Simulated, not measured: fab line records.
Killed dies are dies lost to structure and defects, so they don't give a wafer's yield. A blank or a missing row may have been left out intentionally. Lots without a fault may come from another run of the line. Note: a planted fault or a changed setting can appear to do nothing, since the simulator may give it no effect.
A struck lot beside a sound one :: flow sky130 :: 15 out of 708 route steps
Sound: these wafers, L908.2, L908.5, L908.6. The struck wafers were L906.2, L906.4, L906.5. Last of all comes the cause.
Each step with rows lists, per side, the tool, then ch with its chambers, then its first start. Under that, the readings that differ: sound wafers :: struck wafers :: difference of the means :: sigmas: that difference in standard deviations of wafers without a fault.
alike: readings whose means differ by less than 2 such deviations, and words and numbers that are the same on both sides. not compared: withheld readings, readings that some wafer has no value for, bounds like >300 that may hide the same value, and numbers for which the record gives no deviation and whose values overlap.
The two part at a step that has a row with sigmas, a row that says differs or no value, or rows on one side only. When numbers do not overlap yet have no deviation, they are printed without sigmas and do not part them. A reading that every wafer of one side lacks parts them only if that side has two wafers or more.

SKY_VIA2_OVL_MEAS_13:
  sound: overlay-01 at day 40 15:27; struck: overlay-01 at day 40 02:54
  alike: VIA2_OVL
SKY_VIA2_ETCH_14: etches BARC in N2/H2, stops on SiO2, time 45.9 s, target depth 60 nm.
  sound on rie-diel-01 ch 0,3, day 40 15:29; struck on rie-diel-03 ch 1,2,3, day 40 02:56
  alike: drypump-motor-current-A, oes-product-au, throttle-valve-pct
  not compared: rf-hours-counter-h
SKY_VIA2_ETCH_15: etches SiO2 in C4F8/O2/Ar, stops on TiN, target depth 546 nm, time 84 s.
  sound on rie-diel-01 ch 0,3, day 40 15:32; struck on rie-diel-03 ch 1,2,3, day 40 02:58
  alike: oes-product-au
  not compared: rf-hours-counter-h
SKY_VIA2_STRIP_16: strips in O2/N2.
  sound on plasma-asher-03 ch 0,1, day 40 15:35; struck on plasma-asher-03 ch 0,1, day 40 03:02
  alike: drypump-motor-current-A, oes-product-au, strip-time-to-endpoint-s
  not compared: rf-hours-counter-h
then, 5 steps without rows for these wafers: SKY_VIA2_STRIP_17 (strips in post etch residue remover, time 1200 s); SKY_VIA2_CLEAN_18 (cleans in IPA, time 180 s); SKY_VIA2_CLEAN_19 (cleans in O3/DIW); SKY_VIA2_SPUTTER_20 (material TiN, target thk 20 nm, time 80 s); SKY_VIA2_CVD_21 (deposits W, target thk 420 nm, time 126.4 s).
SKY_VIA2_RS_MEAS_22: the measuring method here is four-point-probe.
  sound: film-metro-02 at day 40 16:23; struck: film-metro-03 at day 40 03:50
  alike: VIA2_W_RS
SKY_VIA2_THK_MEAS_23: measures by xrf.
  sound: film-metro-02 at day 40 16:30; struck: film-metro-03 at day 40 03:57
  alike: VIA2_W_THK
SKY_VIA2_CMP_24: polishes, stops on SiO2, t overpolish 20 s, target thk 0 nm.
  sound on cmp-02 ch 0,1,3, day 40 16:42; struck on cmp-02 ch 0,2, day 40 04:00
  alike: motor-current-A, overpolish-run-s, time-to-endpoint-s
SKY_METAL3_SPUTTER_00: material Ti, target thk 15 nm, time 10 s.
  sound: pvd-sputter-04 at day 40 16:51; struck: pvd-sputter-02 at day 40 04:18
reading: model.Ti_of_METAL3_SPUTTER_00.thk-nm (nm)
sound: 15.06 15.04 14.98
struck: 13.85 13.86 13.94
difference: -1.14
sigmas: 
  alike: throttle-valve-pct
SKY_METAL3_SPUTTER_01: material TiN, target thk 20 nm, time 16.7 s.
  sound: pvd-sputter-04 at day 40 16:52; struck: pvd-sputter-02 at day 40 04:19
  alike: throttle-valve-pct
-- the record jumps here: 9 days lie between the struck wafers' starts before and after (it left off in module METAL3 and takes up again in module PAD_OPEN, whose first step shown is number 708 of the route) --
SKY_PAD_OPEN_PROBE_99:
  sound: prober-01 at day 49 03:49; struck: prober-02 at day 48 17:51
reading: killed-at-other
sound: 1 2 1
struck: 0 0 0
difference: -1
sigmas: -2
  alike: defect-limited-yield, killed_at_M0_to_M3, killed_at_M4_up, killed-at-contacts, killed-at-front-end, killed-dies, killed-on-rim, killed-open, killed-short, sort_bin_3_pad_short, sort_bin_5_function, sort_bin_6_memory, sort-n-pass, sort-yield-pct

== WHERE THEY PART ==
Only at SKY_PAD_OPEN_PROBE_99, within this record.

WHY: the cause the simulator had injected
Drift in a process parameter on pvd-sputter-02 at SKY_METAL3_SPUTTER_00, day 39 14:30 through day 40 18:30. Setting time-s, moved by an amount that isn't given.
